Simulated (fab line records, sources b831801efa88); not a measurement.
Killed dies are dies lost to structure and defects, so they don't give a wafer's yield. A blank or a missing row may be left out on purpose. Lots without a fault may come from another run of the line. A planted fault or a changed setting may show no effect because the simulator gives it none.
A struck lot beside a sound one | flow sfq_line | 42 steps out of a route of 325
Sound: wafers L874.1, L874.3, L874.5. Struck: wafers L868.3, L868.4, L868.5. The cause comes at the end.
At each step with rows: each side's tool, then ch and its chambers, then its first start. Under that, the readings that differ: sound wafers | struck wafers | difference of the means | sigmas: that difference in standard deviations of wafers without a fault.
alike: readings whose means differ by less than 2 such deviations, and words and numbers that are the same on both sides. not compared: withheld readings, readings that some wafer has no value for, bounds like >300 that may hide the same value, and numbers for which the record gives no deviation and whose values overlap.
The two part at a step that has a row with sigmas, a row that says differs or no value, or rows on one side only. Numbers that don't overlap but have no deviation are shown without sigmas and don't part them. A reading that every wafer of one side lacks parts them only if that side has two wafers or more.

first, 6 steps without rows for these wafers: SFQ_TRILAYER_L0_VIA_LITHO_COAT_018 (resist thk 62 nm); SFQ_TRILAYER_L0_VIA_LITHO_COAT_013 (resist thk 650 nm); SFQ_TRILAYER_L0_VIA_LITHO_SOFTBAKE_017; SFQ_TRILAYER_L0_VIA_LITHO_EXPOSE_014 (exposes mask L0V, target cd 700 nm); SFQ_TRILAYER_L0_VIA_LITHO_PEB_016 (peb time 60 s); SFQ_TRILAYER_L0_VIA_LITHO_DEVELOP_015 (time 60 s).
SFQ_L0V_OVL_MEAS_903:
  sound on overlay-01, day 9 04:31; struck on overlay-02, day 7 20:07
  alike: L0V_OVL
SFQ_TRILAYER_L0_VIA_BARC_OPEN_VIA_ETCH_021: etches BARC in O2, target depth 125 nm, time 41.7 s.
  sound on rie_diel-03 ch 2,3, day 9 04:32; struck on rie_diel-03 ch 0,2,3, day 7 20:08
  alike: chamber_pressure_mTorr, drypump_motor_current_A, oes_product_au
  not compared: rf_hours_counter_h
SFQ_TRILAYER_L0_VIA_ETCH_VIA_ETCH_016: etches SiO2 in CHF3, stops on MoNx KI, target depth 80 nm.
  sound on rie_diel-03 ch 2,3, day 9 04:35; struck on rie_diel-03 ch 0,2,3, day 7 20:11
  alike: chamber_pressure_mTorr, drypump_motor_current_A, oes_product_au
then, 3 steps without rows for these wafers: SFQ_TRILAYER_L0_VIA_STRIP_STRIP_017 (strips in O2); SFQ_TRILAYER_L0_VIA_STRIP_SOLV_CLEAN_018 (cleans in NMP, time 600 s); SFQ_TRILAYER_M0_DEP_PRE_CLEAN_020 (time 15 s).
SFQ_TRILAYER_M0_DEP_SPUTTER_019: material Nb, target thk 200 nm, time 133.3 s.
  sound on pvd_sputter-03, day 9 05:26; struck on pvd_sputter-05, day 7 21:02
  reading                                             | sound           | struck            | difference | sigmas
  model.Nb_of_TRILAYER_M0_DEP_SPUTTER_019.thk_nm (nm) | 193 193.7 193.1 | 200.5 200.6 200.3 | +7.2       |
  alike: base_pressure_pa, resputter_cathode_voltage_v, throttle_valve_pct
SFQ_M0_RS_MEAS_904: measures by four-point-probe.
  sound on film_metro-01, day 9 05:31; struck on film_metro-01, day 7 21:10
  reading           | sound             | struck            | difference | sigmas
  M0_NB_RS (ohm/sq) | 0.923 0.920 0.924 | 0.888 0.889 0.890 | -0.033     | -4
then, 6 steps without rows for these wafers: SFQ_TRILAYER_M0_LITHO_COAT_026 (resist thk 62 nm); SFQ_TRILAYER_M0_LITHO_COAT_021 (resist thk 600 nm); SFQ_TRILAYER_M0_LITHO_SOFTBAKE_025; SFQ_TRILAYER_M0_LITHO_EXPOSE_022 (exposes mask M0, target cd 500 nm); SFQ_TRILAYER_M0_LITHO_PEB_024 (peb time 60 s); SFQ_TRILAYER_M0_LITHO_DEVELOP_023 (time 60 s).
-- the record jumps here: 4 days lie between the struck wafers' starts before and after --
SFQ_M0_OVL_MEAS_906:
  sound on overlay-01, day 13 01:55; struck on overlay-02, day 11 13:55
  alike: M0_OVL
then, 1 step without rows for these wafers: SFQ_TRILAYER_M0_BARC_OPEN_METAL_ETCH_031 (etches BARC in O2, target depth 125 nm, time 41.7 s).
SFQ_TRILAYER_M0_ETCH_METAL_ETCH_024: etches Nb in Cl2/Ar, stops on SiO2, target depth 240 nm, time 120 s.
  sound on rie_metal-04 ch 0,1, day 13 02:00; struck on rie_metal-02 ch 0,1, day 11 14:03
  reading                        | sound             | struck            | difference | sigmas
  oes_product_au (a.u.)          | 0.875 0.880 0.876 | 0.888 0.904 0.890 | +0.017     | +3
  model.etch.depth_nm (nm)       | 193 193.7 193.1   | 200.5 200.6 200.3 | +7.2       |
  model.M0.feature_depth_nm (nm) | 193 193.7 193.1   | 200.5 200.6 200.3 | +7.2       |
  alike: chamber_pressure_mTorr, drypump_motor_current_A
  not compared: rf_hours_counter_h
then, 3 steps without rows for these wafers: SFQ_TRILAYER_M0_STRIP_STRIP_025 (strips in O2); SFQ_TRILAYER_M0_STRIP_SOLV_CLEAN_026 (cleans in NMP, time 600 s); SFQ_TRILAYER_I0_DEP_PECVD_027 (deposits SiO2 from SiH4/N2O, time 111.11 s, target thk 500 nm).
SFQ_TRILAYER_I0_CMP_CMP_028: polishes SiO2.
  sound on cmp-02 ch 0,1,3, day 13 13:38; struck on cmp-02 ch 1,2,3, day 12 06:38
  alike: motor_current_A, time_to_endpoint_s
SFQ_I0_BOW_MEAS_907:
  sound on film_metro-03, day 13 15:38; struck on film_metro-04, day 12 09:41
  alike: I0_BOW
then, 7 steps without rows for these wafers: SFQ_TRILAYER_I0_METRO_MEASURE_029; SFQ_TRILAYER_I0_VIA_LITHO_COAT_036 (resist thk 62 nm); SFQ_TRILAYER_I0_VIA_LITHO_COAT_031 (resist thk 650 nm); SFQ_TRILAYER_I0_VIA_LITHO_SOFTBAKE_035; SFQ_TRILAYER_I0_VIA_LITHO_EXPOSE_032 (exposes mask I0, target cd 500 nm); SFQ_TRILAYER_I0_VIA_LITHO_PEB_034 (peb time 60 s); SFQ_TRILAYER_I0_VIA_LITHO_DEVELOP_033 (time 60 s).
-- the record jumps here: 4 days lie between the struck wafers' starts before and after --
SFQ_I0_OVL_MEAS_908:
  sound on overlay-01, day 18 10:11; struck on overlay-02, day 16 18:48
  alike: I0_OVL
SFQ_TRILAYER_I0_VIA_BARC_OPEN_VIA_ETCH_046: etches BARC in O2, target depth 125 nm, time 41.7 s.
  sound on rie_diel-02 ch 0,2, day 18 10:14; struck on rie_diel-04 ch 0,1, day 16 18:50
  alike: chamber_pressure_mTorr, drypump_motor_current_A, oes_product_au
  not compared: rf_hours_counter_h
then, 1 step without rows for these wafers: SFQ_TRILAYER_I0_VIA_ETCH_VIA_ETCH_034 (etches SiO2 in CHF3, stops on Nb, target depth 260 nm).
SFQ_TRILAYER_I0_VIA_STRIP_STRIP_035: strips in O2.
  sound on rie_metal-01 ch 1, day 18 10:23; struck on rie_metal-01 ch 0,1, day 16 19:11
  alike: chamber_pressure_mTorr, drypump_motor_current_A, oes_product_au
  not compared: rf_hours_counter_h
then, 2 steps without rows for these wafers: SFQ_TRILAYER_I0_VIA_STRIP_SOLV_CLEAN_036 (cleans in NMP, time 600 s); SFQ_TRILAYER_M1_DEP_PRE_CLEAN_038 (time 22.5 s).
-- the record jumps here: 58 days lie between the struck wafers' starts before and after --
SFQ_M8_BOW_MEAS_951:
  sound on film_metro-03, day 82 09:11; struck on film_metro-01, day 75 02:17
  reading               | sound                | struck               | difference | sigmas
  model.etest.m0.ohm_um | 1.845 1.84 1.854     | 1.779 1.789 1.786    | -0.062     |
  model.etest.m0.ohm_sq | 0.9227 0.9192 0.9222 | 0.8881 0.8878 0.8892 | -0.0330    |
  alike: M8_BOW

WHERE THEY PART
First at SFQ_M0_RS_MEAS_904; last, within this record, at SFQ_TRILAYER_M0_ETCH_METAL_ETCH_024. Later steps at which nothing parts them and some readings are alike: SFQ_TRILAYER_I0_CMP_CMP_028, SFQ_I0_BOW_MEAS_907, SFQ_I0_OVL_MEAS_908, SFQ_TRILAYER_I0_VIA_BARC_OPEN_VIA_ETCH_046, SFQ_TRILAYER_I0_VIA_STRIP_STRIP_035, SFQ_M8_BOW_MEAS_951.

WHY: what the simulator had put in
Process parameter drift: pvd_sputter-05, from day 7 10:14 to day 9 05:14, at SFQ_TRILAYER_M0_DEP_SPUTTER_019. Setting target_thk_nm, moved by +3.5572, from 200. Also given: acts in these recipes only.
